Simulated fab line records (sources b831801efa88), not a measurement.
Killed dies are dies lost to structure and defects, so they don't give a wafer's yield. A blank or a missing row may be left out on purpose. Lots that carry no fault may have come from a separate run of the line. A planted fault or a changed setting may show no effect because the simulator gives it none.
Which of the tools did it? || flow gf180mcu || Sampling: 6 lots, 18 wafers, 2 of 602 route steps

## WHAT EACH GAUGE READ, for each wafer
GF_HV_LDD_OVL_MEAS_20.
{"lot": "L633", "measured": "day 12 03:16", "on": "overlay-01", "HV_LDD_01_OVL (nm)": "1.7 1.6 1.2"}
{"lot": "L635", "measured": "day 12 09:41", "on": "overlay-02", "HV_LDD_01_OVL (nm)": "0.4 -0.4 -1.4"}
{"lot": "L638", "measured": "day 13 12:56", "on": "overlay-01", "HV_LDD_01_OVL (nm)": "0.6 2.1 1.3"}
{"lot": "L647", "measured": "day 16 17:50", "on": "overlay-02", "HV_LDD_01_OVL (nm)": "0.2 0.9 1.0"}
{"lot": "L649", "measured": "day 16 21:53", "on": "overlay-01", "HV_LDD_01_OVL (nm)": "0.6 -0.3 1.1"}
{"lot": "L652", "measured": "day 17 15:27", "on": "overlay-01", "HV_LDD_01_OVL (nm)": "0.9 2.0 -0.1"}

## TOOL THAT RAN EACH LOT (tool first, then ch and the chambers of the sampled wafers, then the start)
{"lot": "L633", "GF_VT_IMPLANT_DEVELOP_28": "litho track-04 ch 0, day 8 02:12"}
{"lot": "L635", "GF_VT_IMPLANT_DEVELOP_28": "litho track-03 ch 0, day 8 08:29"}
{"lot": "L638", "GF_VT_IMPLANT_DEVELOP_28": "litho track-01 ch 0, day 9 06:17"}
{"lot": "L647", "GF_VT_IMPLANT_DEVELOP_28": "litho track-03 ch 0, day 11 21:41"}
{"lot": "L649", "GF_VT_IMPLANT_DEVELOP_28": "litho track-04 ch 0, day 12 00:33"}
{"lot": "L652", "GF_VT_IMPLANT_DEVELOP_28": "litho track-01 ch 0, day 12 18:54"}
- GF_VT_IMPLANT_DEVELOP_28: develop time 60 s.

## THE ANSWER, worked out from the rows above alone
Rule: the lots themselves supply what counts as usual. Put in order of their means at a reading, lots are off if they are a third of the lots or fewer, leave a main group of 4 or more, and stand apart from it by a gap of 3 or more times the standard deviation of the main group's means; of several such gaps the widest counts. If all means in a main group match to the digits the tables above print for the reading, that group is not used. Also off: a lot with no number at a reading for which 4 or more lots have one. All remaining lots with rows at the step are treated as sound.
None of the lots is off at any reading shown; this tells nothing.

## WHAT THE SIMULATOR HAD PUT IN
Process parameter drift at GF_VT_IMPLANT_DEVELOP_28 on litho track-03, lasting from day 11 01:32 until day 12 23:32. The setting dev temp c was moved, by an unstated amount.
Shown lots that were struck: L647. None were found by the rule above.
